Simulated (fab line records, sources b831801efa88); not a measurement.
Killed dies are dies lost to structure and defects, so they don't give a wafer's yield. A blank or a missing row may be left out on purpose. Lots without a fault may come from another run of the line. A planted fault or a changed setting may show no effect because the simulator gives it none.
A struck lot beside a sound one | flow sky130 | 37 steps out of a route of 708
Sound: wafers L317.1, L317.5, L317.6. Struck: wafers L310.3, L310.5, L310.6. The cause comes at the end.
At each step with rows: each side's tool, then ch and its chambers, then its first start. Under that, the readings that differ: sound wafers | struck wafers | difference of the means | sigmas: that difference in standard deviations of wafers without a fault.
alike: readings whose means differ by less than 2 such deviations, and words and numbers that are the same on both sides. not compared: withheld readings, readings that some wafer has no value for, bounds like >300 that may hide the same value, and numbers for which the record gives no deviation and whose values overlap.
The two part at a step that has a row with sigmas, a row that says differs or no value, or rows on one side only. Numbers that don't overlap but have no deviation are shown without sigmas and don't part them. A reading that every wafer of one side lacks parts them only if that side has two wafers or more.

first, 9 steps without rows for these wafers: SKY_VIA3_SPUTTER_20 (material TiN, target thk 20 nm, time 80 s); SKY_VIA3_CVD_21 (deposits W, target thk 390 nm, time 117.31 s); SKY_VIA3_CMP_24 (polishes, stops on SiO2, t overpolish 20 s, target thk 0 nm); SKY_METAL4_SPUTTER_00 (material Ti, target thk 15 nm, time 10 s); SKY_METAL4_SPUTTER_01 (material TiN, target thk 20 nm, time 16.7 s); SKY_METAL4_SPUTTER_02 (material AlCu, target thk 735 nm, time 39.1 s); SKY_METAL4_SPUTTER_03 (material Ti, target thk 5 nm, time 3.3 s); SKY_METAL4_SPUTTER_04 (material TiN, target thk 70 nm, time 58.3 s); SKY_CAP2M_CVD_00 (deposits SiO2, target thk 15.5 nm).
SKY_CAP2M_SPUTTER_02: material TiN, target thk 200 nm, time 166.7 s.
  sound on pvd_sputter-03, day 45 23:56; struck on pvd_sputter-02, day 44 07:52
  reading                                   | sound                | struck               | difference | sigmas
  cathode_dc_power_W (W)                    | 6500.5 6503.4 6500.2 | 5478.2 5477.4 5475.9 | -1024.2    | -99 or more
  model.TiN_of_CAP2M_SPUTTER_02.thk_nm (nm) | 200.2 200.2 199.5    | 171.8 174.7 172.8    | -26.9      |
  alike: throttle_valve_pct
SKY_CAP2M_RS_MEAS_03: measures by four-point-probe.
  sound on film_metro-04, day 46 00:02; struck on film_metro-04, day 44 08:19
  reading               | sound          | struck         | difference | sigmas
  CAP2M_TIN_RS (ohm/sq) | 6.91 6.92 6.94 | 8.07 7.95 8.04 | +1.10      | +15
  not compared: hold
SKY_CAP2M_THK_MEAS_04: measures by xrf.
  sound on film_metro-04, day 46 00:10; struck on film_metro-04, day 44 11:41
  reading            | sound             | struck            | difference | sigmas
  CAP2M_TIN_THK (nm) | 200.1 199.6 199.5 | 172.4 174.5 173.0 | -26.4      | -11
  not compared: hold
then, 6 steps without rows for these wafers: SKY_CAP2M_HMDS_06 (prime time 60 s); SKY_CAP2M_COAT_07 (resist thk 1140 nm); SKY_CAP2M_SOFTBAKE_08 (time 60 s); SKY_CAP2M_EXPOSE_09 (exposes mask CAP2M, target cd 1000 nm); SKY_CAP2M_PEB_10; SKY_CAP2M_DEVELOP_11 (develop time 60 s).
SKY_CAP2M_METAL_ETCH_13: etches TiN in Cl2/BCl3, stops on SiO2, target depth 220 nm, time 62.9 s.
  sound on rie_metal-02 ch 1, day 46 20:35; struck on rie_metal-02 ch 0,1, day 45 05:11
  reading                | sound                | struck               | difference | sigmas
  oes_product_au (a.u.)  | 0.943 0.938 0.945    | 0.857 0.872 0.865    | -0.077     | -10
  throttle_valve_pct (%) | 21.898 21.907 21.904 | 21.946 21.945 21.952 | +0.045     | +4
  alike: drypump_motor_current_A
  not compared: rf_hours_counter_h
then, 16 steps without rows for these wafers: SKY_CAP2M_STRIP_14 (strips in O2/N2); SKY_CAP2M_STRIP_15 (strips in post etch residue remover, time 1200 s); SKY_CAP2M_CLEAN_16 (cleans in IPA, time 180 s); SKY_CAP2M_CLEAN_17 (cleans in O3/DIW); SKY_METAL4_DEHYDRATE_05 (time 60 s); SKY_METAL4_HMDS_06 (prime time 60 s); SKY_METAL4_COAT_07 (resist thk 60 nm); SKY_METAL4_COAT_08 (resist thk 1140 nm); SKY_METAL4_SOFTBAKE_09 (time 90 s); SKY_METAL4_EXPOSE_10 (exposes mask MM4, target cd 300 nm); SKY_METAL4_PEB_11; SKY_METAL4_DEVELOP_12 (develop time 60 s); SKY_METAL4_DESCUM_15 (chemistry O2, time 8 s); SKY_METAL4_ETCH_16 (etches BARC in N2/H2, stops on SiO2, time 88.2 s, target depth 60 nm); SKY_METAL4_ETCH_17 (etches SiO2 in C4F8/O2/Ar, stops on TiN, time 3.9 s, target depth 15 nm); SKY_METAL4_METAL_ETCH_18 (etches the open film in Cl2/BCl3, stops on SiO2, target depth 845 nm, time 183.1 s).
SKY_METAL4_STRIP_20: strips in post etch residue remover, time 1200 s.
  sound on wet_bench-02 ch 1, day 47 17:56; struck on wet_bench-04 ch 2, day 46 03:24
  reading                                   | sound             | struck        | difference | sigmas
  model.TiN_of_CAP2M_SPUTTER_02.thk_nm (nm) | 199.4 199.3 198.7 | 171 173.8 172 | -27        |
-- the record jumps here: 3 days lie between the struck wafers' starts before and after (it left off in module METAL4 and takes up again in module PAD_OPEN, whose first step shown is number 708 of the route) --
SKY_PAD_OPEN_PROBE_99:
  sound on prober-01, day 50 20:29; struck on prober-02, day 49 13:58
  reading                               | sound                | struck               | difference | sigmas
  model.etest.cap_mim2.plate_ohm_sq     | 5.931 5.992 5.969    | 6.944 6.903 6.966    | +0.974     |
  model.etest.cap_mim2.bv_v (V)         | 13.69 13.68 13.86    | 12.78 12.68 12.88    | -0.96      |
  model.etest.cap_mim2.leak_log10_a_cm2 | -8.785 -9.126 -8.814 | -8.379 -8.458 -8.608 | +0.427     |
  alike: defect_limited_yield, killed_at_M0_to_M3, killed_at_M4_up, killed_at_contacts, killed_at_front_end, killed_at_other, killed_dies, killed_open, killed_short, sort_bin_3_pad_short, sort_bin_5_function, sort_bin_6_memory, sort_n_pass, sort_yield_pct

WHERE THEY PART
First at SKY_CAP2M_SPUTTER_02; last, within this record, at SKY_CAP2M_METAL_ETCH_13. Later steps at which nothing parts them and some readings are alike: SKY_PAD_OPEN_PROBE_99.

WHY: what the simulator had put in
Process parameter drift: pvd_sputter-02, from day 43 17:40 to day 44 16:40, at SKY_CAP2M_SPUTTER_02. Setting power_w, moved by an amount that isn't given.
